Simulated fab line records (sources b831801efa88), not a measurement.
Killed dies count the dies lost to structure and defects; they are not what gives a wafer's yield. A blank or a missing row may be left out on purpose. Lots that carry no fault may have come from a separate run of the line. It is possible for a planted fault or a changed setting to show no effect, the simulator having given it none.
Which tool was responsible?    flow gf180mcu    Sampling: 12 lots, 36 wafers, 5 of 602 route steps

WHAT THE GAUGES SHOWED, per wafer
GF_STI_THK_MEAS_04. Usual: STI_CVD_03_THK 206.9 nm, standard deviation 2.1.
lot   measured     on             STI_CVD_03_THK (nm)  flag
L565  day 1 13:34  film_metro-02  204.3 203.2 204.7    
L566  day 1 19:52  film_metro-03  205.8 205.1 204.0    
L567  day 2 00:33  film_metro-01  204.2 206.7 203.1    
L568  day 2 04:35  film_metro-03  203.8 203.3 205.2    
L569  day 2 09:34  film_metro-01  205.0 205.6 206.7    
L570  day 2 18:24  film_metro-01  203.0 203.0 202.4    
L571  day 2 19:36  film_metro-03  211.7 208.8 209.5    
L572  day 3 00:38  film_metro-01  207.0 208.0 207.6    
L573  day 3 06:52  film_metro-03  206.6 207.1 206.8    
L574  day 3 10:35  film_metro-03  206.9 205.9 206.6    
L583  day 5 07:34  film_metro-02  209.1 208.5 208.4    
L587  day 6 03:34  film_metro-02  203.6 205.0 203.9    

GF_VT_IMPLANT_OVL_MEAS_29. Usual: VT_IMPLANT_02_OVL -0.6 nm, standard deviation 1.3.
lot   measured      on          VT_IMPLANT_02_OVL (nm)  flag
L565  day 6 21:28   overlay-01  0.3 0.7 0.8             
L566  day 7 07:35   overlay-02  -0.7 -1.5 -1.0          
L567  day 7 10:38   overlay-02  -2.1 -2.4 1.4           
L568  day 7 16:23   overlay-01  0.4 -0.6 0.6            
L569  day 7 22:59   overlay-01  -0.5 -2.0 -1.8          
L570  day 8 07:14   overlay-02  -0.7 -0.8 2.2           
L571  day 8 09:38   overlay-01  0.4 1.4 1.7             
L572  day 8 12:11   overlay-02  -1.5 -1.6 -1.7          
L573  day 8 17:50   overlay-01  -0.2 -3.1 0.3           
L574  day 8 23:29   overlay-02  -1.4 0.0 -0.5           
L583  day 11 05:55  overlay-01  0.7 -0.7 -0.2           
L587  day 12 03:52  overlay-02  -1.4 0.3 -0.4           

GF_POLY_GATE_OVL_MEAS_11. Usual: POLY_GATE_OVL 0 nm, standard deviation 4.9.
lot   measured      on          POLY_GATE_OVL (nm)  flag
L565  day 8 23:37   overlay-02  2 1 3               
L566  day 9 07:08   overlay-02  0 4 -1              
L567  day 9 07:32   overlay-02  10 -1 12            
L568  day 9 14:04   overlay-02  5 -4 -4             
L569  day 9 23:08   overlay-02  -7 -8 -1            
L570  day 10 07:29  overlay-01  4 2 2               
L571  day 10 12:42  overlay-02  -7 -4 -5            
L572  day 10 18:57  overlay-01  -8 7 1              
L573  day 11 04:27  overlay-01  4 -3 -5             
L574  day 11 11:03  overlay-02  8 9 2               
L583  day 14 05:04  overlay-01  4 10 6              
L587  day 15 07:26  overlay-02  2 -6 -6             

WHAT TOOL EACH LOT RAN ON (gives the tool, then ch and the chambers of the sampled wafers, and finally the start)
lot   GF_VT_IMPLANT_COAT_02              GF_VT_IMPLANT_STRIP_09
L565  litho_track-04 ch 0, day 5 08:34   plasma_asher-03 ch 0,1, day 5 16:01
L566  litho_track-04 ch 0, day 5 17:02   plasma_asher-02 ch 0,1, day 6 00:42
L567  litho_track-04 ch 0, day 5 21:07   plasma_asher-03 ch 0,1, day 6 04:37
L568  litho_track-01 ch 0, day 6 01:41   plasma_asher-03 ch 0,1, day 6 09:45
L569  litho_track-04 ch 0, day 6 08:41   plasma_asher-03 ch 0,1, day 6 16:27
L570  litho_track-03 ch 0, day 6 18:04   plasma_asher-03 ch 0,1, day 7 02:04
L571  litho_track-04 ch 0, day 6 22:32   plasma_asher-02 ch 0,1, day 7 06:35
L572  litho_track-04 ch 0, day 7 02:50   plasma_asher-02 ch 0,1, day 7 10:31
L573  litho_track-04 ch 0, day 7 10:49   plasma_asher-02 ch 0,1, day 7 19:02
L574  litho_track-04 ch 0, day 7 16:13   plasma_asher-04 ch 0,1, day 7 23:53
L583  litho_track-01 ch 0, day 9 07:44   plasma_asher-02 ch 0,1, day 9 16:37
L587  litho_track-01 ch 0, day 10 07:20  plasma_asher-04 ch 0, day 10 15:52
- GF_VT_IMPLANT_COAT_02: resist thk 1000 nm.
- GF_VT_IMPLANT_STRIP_09: strips in O2/N2.

WHAT THE TOOLS THEMSELVES READ (means of the sampled wafers that have a number; where no wafer has one, the mark that the record gives instead)
GF_VT_IMPLANT_STRIP_09. Usual: chamber_pressure_mTorr 1500.0 mTorr, standard deviation 1.2; drypump_motor_current_A 5.7 A, standard deviation 0.33; heater_power_w 322 W, standard deviation 26; oes_product_au 0.716 a.u., standard deviation 0.0041; strip_time_to_endpoint_s 12.61 s, standard deviation 0.033.
lot   tool             chamber_pressure_mTorr (mTorr)  drypump_motor_current_A (A)  heater_power_w (W)  oes_product_au (a.u.)  strip_time_to_endpoint_s (s)  flag
L565  plasma_asher-03  1499.6                          5.8                          351                 0.718                  12.61                         
L566  plasma_asher-02  1499.0                          5.5                          299                 0.714                  12.59                         
L567  plasma_asher-03  1499.8                          5.8                          328                 0.715                  12.63                         
L568  plasma_asher-03  1499.6                          5.8                          341                 0.712                  12.60                         
L569  plasma_asher-03  1500.9                          5.8                          327                 0.716                  12.57                         
L570  plasma_asher-03  1500.5                          5.8                          349                 0.715                  12.70                         
L571  plasma_asher-02  1501.2                          5.5                          296                 0.715                  12.63                         
L572  plasma_asher-02  1499.9                          5.5                          297                 0.716                  12.60                         
L573  plasma_asher-02  1500.6                          5.9                          313                 0.716                  12.58                         
L574  plasma_asher-04  1500.4                          5.7                          334                 0.716                  12.43                         OFF
L583  plasma_asher-02  1499.7                          5.9                          312                 0.717                  12.59                         
L587  plasma_asher-04  1500.7                          5.8                          311                 0.717                  12.63                         

THE ANSWER, worked out from the rows above alone
Rule: lot off if the mean of its wafers having a number is beyond 3 standard deviations from the usual mean. A lot without any number at a reading at which 4 lots or more have one is off too. Where the step has rows for the other lots, those lots are counted as sound. The gauges are gone through in route order, then the tools' own readings, and for those a lot's mean is taken as printed above. At the first step where some lot is off, the reading lying furthest off is the one used; lots without a number count as furthest.
Off, at GF_VT_IMPLANT_STRIP_09 on strip_time_to_endpoint_s: L574.
A tool fits if, at that step or a process step before it, it ran every lot that is off, and no sound lot after the first of them. One fits: GF_VT_IMPLANT_COAT_02 on litho_track-04. A fault onset in the window from L573 (day 7 10:49, its last sound lot) to L574 (day 7 16:13, its first lot off) fits.

WHAT THE SIMULATOR PUT IN
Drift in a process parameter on litho_track-04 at GF_VT_IMPLANT_COAT_02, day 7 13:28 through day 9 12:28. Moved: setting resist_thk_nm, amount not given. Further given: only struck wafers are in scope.
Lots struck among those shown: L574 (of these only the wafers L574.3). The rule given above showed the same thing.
